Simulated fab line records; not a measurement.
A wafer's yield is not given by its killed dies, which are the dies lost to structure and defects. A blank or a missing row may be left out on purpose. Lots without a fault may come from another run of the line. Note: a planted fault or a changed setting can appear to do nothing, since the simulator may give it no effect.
Split-lot trial :: flow sfqLine :: 13 wafers read from 5 lots, route of 325 steps

THE SPLIT ITSELF
At SFQ_TRILAYER_M3_LITHO_COAT_080 (resist thk 62 nm), the setting resistThkNm was moved away from the recipe's 62 nm on 5 of the 13 wafers read, by -4.9% to +3.8%. This setting was run at the recipe's value on the other wafers.

FROM THE SPLIT TO THE READING: what the file shows between them, 3 steps
- SFQ_TRILAYER_M3_LITHO_COAT_075: resist thk 600 nm
- SFQ_TRILAYER_M3_LITHO_SOFTBAKE_079
- SFQ_TRILAYER_M3_LITHO_DEVELOP_077: time 60 s

THE READING
etch.depthNm (the simulator's own value, which no gauge read), in nm, at SFQ_TRILAYER_M3_BARC_OPEN_METAL_ETCH_100 (etches BARC in O2, target depth 125 nm, time 41.7 s). The file gives no usual value for it. Across the 8 wafers here that went through the recipe, the average is 61.98 nm and the standard deviation 0.14 nm.

wafer: L075.2
tool, chamber at the split: lithoTrack-02, 0
resistThkNm as run, nm: 58.96
against the recipe: -4.9%
etch.depthNm, nm: 59.13
against lot-mates on the recipe: -3.13

wafer: L075.6
tool, chamber at the split: lithoTrack-02, 0
resistThkNm as run, nm: 62
against the recipe: recipe
etch.depthNm, nm: 62.26
against lot-mates on the recipe: -

wafer: L076.1
tool, chamber at the split: lithoTrack-04, 0
resistThkNm as run, nm: 64.34
against the recipe: +3.8%
etch.depthNm, nm: 64.02
against lot-mates on the recipe: +2.13

wafer: L076.2
tool, chamber at the split: lithoTrack-04, 0
resistThkNm as run, nm: 62
against the recipe: recipe
etch.depthNm, nm: 62
against lot-mates on the recipe: -

wafer: L076.3
tool, chamber at the split: lithoTrack-04, 0
resistThkNm as run, nm: 64.34
against the recipe: +3.8%
etch.depthNm, nm: 64.1
against lot-mates on the recipe: +2.21

wafer: L076.4
tool, chamber at the split: lithoTrack-04, 0
resistThkNm as run, nm: 62
against the recipe: recipe
etch.depthNm, nm: 61.87
against lot-mates on the recipe: -

wafer: L076.5
tool, chamber at the split: lithoTrack-04, 0
resistThkNm as run, nm: 62
against the recipe: recipe
etch.depthNm, nm: 61.79
against lot-mates on the recipe: -

wafer: L080.3
tool, chamber at the split: lithoTrack-03, 0
resistThkNm as run, nm: 62
against the recipe: recipe
etch.depthNm, nm: 62.09
against lot-mates on the recipe: -

wafer: L082.4
tool, chamber at the split: lithoTrack-02, 0
resistThkNm as run, nm: 64.04
against the recipe: +3.3%
etch.depthNm, nm: 64.45
against lot-mates on the recipe: no lot-mate on the recipe

wafer: L082.6
tool, chamber at the split: lithoTrack-02, 0
resistThkNm as run, nm: 64.04
against the recipe: +3.3%
etch.depthNm, nm: 64.45
against lot-mates on the recipe: no lot-mate on the recipe

wafer: L085.1
tool, chamber at the split: lithoTrack-04, 0
resistThkNm as run, nm: 62
against the recipe: recipe
etch.depthNm, nm: 61.89
against lot-mates on the recipe: -

wafer: L085.2
tool, chamber at the split: lithoTrack-04, 0
resistThkNm as run, nm: 62
against the recipe: recipe
etch.depthNm, nm: 61.94
against lot-mates on the recipe: -

wafer: L085.6
tool, chamber at the split: lithoTrack-04, 0
resistThkNm as run, nm: 62
against the recipe: recipe
etch.depthNm, nm: 62.02
against lot-mates on the recipe: -

FIT RESULTS
A straight line over all 13 wafers: etch.depthNm changes by +0.613 nm for each +1% of resistThkNm; r = +0.99; the points scatter about the line by 0.25 nm.
The same after taking each lot's own level away (the mean of its wafers on the recipe; 11 wafers): +0.606 nm for each +1%; r = +1.00; scatter 0.089 nm.
According to that fit, moving resistThkNm by its largest amount changes the reading by 3 nm.
Across the lots, their own levels run from 61.887 to 62.260 nm, a range of 2.7 times the standard deviation given above.
Hence the lot-to-lot level has little effect on the slope; both slopes agree.
Check: for one of the wafers moved furthest among these (-4.9%), held out of the fit, the line's prediction against its lot-mates is -2.82 nm. Against them it came out at -3.13 nm.

ADDITIONAL SPLITS CARRIED BY THESE WAFERS
Before the reading, these wafers also passed through other splits. Each is held against what the fit with the lots' levels taken away leaves over:
other split on the same wafers: SFQ_TRILAYER_L0_LITHO_COAT_010 spinRpm
wafers away from the commonest value: 2
r with etch.depthNm (lot level and that fit taken away): +0.42

other split on the same wafers: SFQ_TRILAYER_L0_LITHO_PEB_008 pebTempC
wafers away from the commonest value: 6
r with etch.depthNm (lot level and that fit taken away): -0.30

other split on the same wafers: SFQ_TRILAYER_L0_VIA_LITHO_COAT_018 resistThkNm
wafers away from the commonest value: 4
r with etch.depthNm (lot level and that fit taken away): +0.23

other split on the same wafers: SFQ_TRILAYER_M0_DEP_SPUTTER_019 timeS
wafers away from the commonest value: 0
r with etch.depthNm (lot level and that fit taken away): -

other split on the same wafers: SFQ_TRILAYER_M0_BARC_OPEN_METAL_ETCH_031 timeS
wafers away from the commonest value: 3
r with etch.depthNm (lot level and that fit taken away): -0.07

other split on the same wafers: SFQ_TRILAYER_M0_ETCH_METAL_ETCH_024 pressureMtorr
wafers away from the commonest value: 8
r with etch.depthNm (lot level and that fit taken away): -0.31

other split on the same wafers: SFQ_TRILAYER_I0_VIA_LITHO_PEB_034 pebTempC
wafers away from the commonest value: 3
r with etch.depthNm (lot level and that fit taken away): -0.46

other split on the same wafers: SFQ_TRILAYER_M1_LITHO_COAT_044 spinRpm
wafers away from the commonest value: 3
r with etch.depthNm (lot level and that fit taken away): -0.14

other split on the same wafers: SFQ_TRILAYER_M1_LITHO_COAT_039 spinRpm
wafers away from the commonest value: 5
r with etch.depthNm (lot level and that fit taken away): -0.32

other split on the same wafers: SFQ_TRILAYER_I1_VIA_LITHO_COAT_049 resistThkNm
wafers away from the commonest value: 4
r with etch.depthNm (lot level and that fit taken away): +0.32

THE WHOLE CHAIN: every reading that the file lists as answering this split, in the file's order
step: SFQ_TRILAYER_M3_LITHO_COAT_080
what it does: resist thk 62 nm
reading: BARC_of_TRILAYER_M3_LITHO_COAT_080.thkNm (the simulator's own value, which no gauge read)
change (the file's fit): +0.618 nm for each +1% of the setting
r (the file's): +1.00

step: SFQ_TRILAYER_M3_BARC_OPEN_METAL_ETCH_100
what it does: etches BARC in O2, target depth 125 nm, time 41.7 s
reading: etch.depthNm (the simulator's own value, which no gauge read)
change (the file's fit): +0.602 nm for each +1% of the setting
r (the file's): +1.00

THE FILE'S OWN FIT
etch.depthNm changes by +0.602 nm for each +1% of resistThkNm, r = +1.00.
